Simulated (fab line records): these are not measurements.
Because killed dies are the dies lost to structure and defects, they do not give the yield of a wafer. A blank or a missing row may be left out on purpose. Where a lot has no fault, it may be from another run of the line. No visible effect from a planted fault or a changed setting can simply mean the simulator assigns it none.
Code-filled problem report in 8D (eight disciplines) form | flow gf180mcu | the parts of the form that need people (team, actions taken, sign-off) are left out

== 1. THE PROBLEM ==
V4_W_RS at GF_V4_RS_MEAS_24 reads a mean of 0.230 ohm/sq on 9 wafers of 3 lots; wafers without a fault read 0.328 ohm/sq with a standard deviation of 0.0047. That is -21 standard deviations from the usual mean.
The step: measures by four-point-probe.
Earliest sighting: wafer L188.3 on film metro-03 at day 27 07:02. Wafers with a number at this step in the record: 30, from 10 lots. By rule, "out" or "out of limits" means more than 4 standard deviations away from the usual mean. The rest of the wafers with a number are treated as sound.

== 2. WHAT IT IS, AND WHAT IT ISN'T ==
question                    | is                           | is not
which readings at this step | V4_W_RS                      | -
which lots                  | L187, L188, L189             | L182, L190, L197, L198, L199, L200, L202
which wafers of those lots  | all that have a number       | -
read on which gauges        | film metro-03, film metro-04 | film metro-02
when                        | from day 27 07:02            | up to then (3 sound wafers); but 18 sound wafers of L190, L197, L198, L199, L200, L202 came after

== 3. THE SUSPECTS, EACH WITH WHAT RULES IT OUT ==
Counting: any tool at a process step up to the reading is kept as a suspect provided that every lot that is out went through it and no sound lot did after the first of them.
- the gauge at GF_V4_RS_MEAS_24 is ruled out. Those wafers that are out were read across 2 gauges (film metro-03, film metro-04).
- pvd sputter-04 at GF_V4_SPUTTER_21 (material Ti, target thk 15 nm, time 80.02 s): ruled out as a lasting fault. The sound lots L190, L200, L202 went through it after L188, its earliest lot that is out (day 27 06:47).
- cvd w-01 at GF_V4_CVD_23 (deposits W, target thk 350 nm, time 104.9 s): ruled out as a lasting fault. The sound lots L198, L197, L199, L200, L202 went through it after L188, its earliest lot that is out (day 27 06:55).
Left after counting: nothing in the record.

== 4. THE CAUSE (what the simulator had put in) ==
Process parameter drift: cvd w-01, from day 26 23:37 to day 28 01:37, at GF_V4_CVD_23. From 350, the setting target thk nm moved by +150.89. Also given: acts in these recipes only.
It was ruled out by counting, in error; the rule expects a fault to strike all lots run on its tool from its start on, and this fault did not.

== 5. THE CHAIN OF EFFECTS, in route order ==
Each row: a reading whose mean over the struck wafers that have a number lies more than 3 standard deviations from the usual. Readings are gone through only where the record gives a usual standard deviation; hours: the median, over the lots, of the time from a lot's start at the first step in this table giving one to that lot's start at this step; sigmas: the change measured in usual standard deviations.
hours | step              | reading            | usual        | on struck wafers | change | sigmas
0     | GF_V4_RS_MEAS_24  | V4_W_RS            | 0.328 ohm/sq | 0.230            | -0.098 | -21
4     | GF_V4_THK_MEAS_25 | V4_W_THK           | 364 nm       | 529              | +165   | +27
10    | GF_V4_CMP_26      | time to endpoint s | 86 s         | 119              | +33    | +8.8
The process steps in it:
- GF_V4_CMP_26: polishes, stops on SiO2, t overpolish 15 s, target thk 0 nm.

== 6. HOW IT WOULD HAVE BEEN CAUGHT EARLIER ==
In this record the first reading out of limits at a measuring or inspecting step was taken at day 27 07:02, 7 hours after the fault began at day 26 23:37.
Tool readings at GF_V4_CVD_23 with a usual standard deviation given in the record: none out on any struck wafer, hence no alarm at a limit of 4 standard deviations on them.
